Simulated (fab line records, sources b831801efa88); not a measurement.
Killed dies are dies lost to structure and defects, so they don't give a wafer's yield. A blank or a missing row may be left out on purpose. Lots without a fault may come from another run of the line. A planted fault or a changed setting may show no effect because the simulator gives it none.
Chamber matching | flow gf180mcu | GF_V2_CMP_04 on cmp-01: 4 sister chambers
The step polishes SiO2. 15 wafers are shown with their chamber, then 7 later ones without.

WAFERS WITH THEIR CHAMBER
wafer  | chamber | motor_current_A (A) | retaining_ring_pressure_frac | time_to_endpoint_s (s)
L762.4 | 3       | 9.5                 | 0.995                        | 84
L762.5 | 1       | 11.1                | 1.003                        | 89
L762.6 | 0       | 13.9                | 1.005                        | 83
L763.2 | 3       | 9.9                 | 0.999                        | 89
L763.4 | 0       | 14.5                | 0.990                        | 88
L763.6 | 2       | 11.9                | 0.996                        | 89
L764.2 | 3       | 9.9                 | 0.997                        | 74
L764.4 | 1       | 11.6                | 1.007                        | 78
L764.6 | 0       | 14.7                | 0.998                        | 74
L771.1 | 0       | 15.1                | 1.001                        | 76
L771.4 | 2       | 13.0                | 0.998                        | 87
L771.6 | 0       | 14.1                | 1.002                        | 86
L778.2 | 2       | 12.8                | 1.004                        | 80
L778.6 | 3       | 9.9                 | 0.998                        | 85
L780.5 | 1       | 10.6                | 0.998                        | 80

SIGNATURES (means of the wafers above)
reading                      | chamber 0 | chamber 1 | chamber 2 | chamber 3 | scatter within a chamber
motor_current_A              | 14.460    | 11.100    | 12.567    | 9.800     | 0.449
retaining_ring_pressure_frac | 0.99920   | 1.00267   | 0.99933   | 0.99725   | 0.00442
time_to_endpoint_s           | 81.40     | 82.33     | 85.33     | 83.00     | 5.93
Rule: a wafer's distance from a chamber is the root of the sum, over the readings, of the square of ((its reading less the chamber's mean) divided by the reading's scatter). The wafer belongs to the nearest chamber; if the next one is less than 2 further off, it can't be placed. The scatter: the root of (the sum of the squares of (reading less its chamber's mean) over the shown wafers, divided by (wafers less chambers)).

WAFERS WITHOUT THEIR CHAMBER
wafer  | motor_current_A (A) | retaining_ring_pressure_frac | time_to_endpoint_s (s)
L780.6 | 14.1                | 1.006                        | 78
L781.2 | 13.9                | 0.997                        | 66
L781.3 | 12.7                | 1.006                        | 72
L781.5 | 10.5                | 1.000                        | 81
L782.1 | 12.7                | 1.002                        | 70
L782.5 | 11.5                | 1.002                        | 70
L782.6 | 12.3                | 1.006                        | 81

WHICH CHAMBER EACH WENT THROUGH
wafer  | from the rows above          | in truth
L780.6 | 0                            | 0
L781.2 | can't be placed: 0 or 2      | 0
L781.3 | can't be placed: 2 or 1 or 0 | 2
L781.5 | can't be placed: 1 or 3      | 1
L782.1 | can't be placed: 2 or 1 or 0 | 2
L782.5 | can't be placed: 1 or 2      | 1
L782.6 | can't be placed: 2 or 1      | 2
Placed correctly: 1 of 7. Can't be placed from these rows: 6 (the true chamber is among the candidates in 6). Placed wrongly: 0.
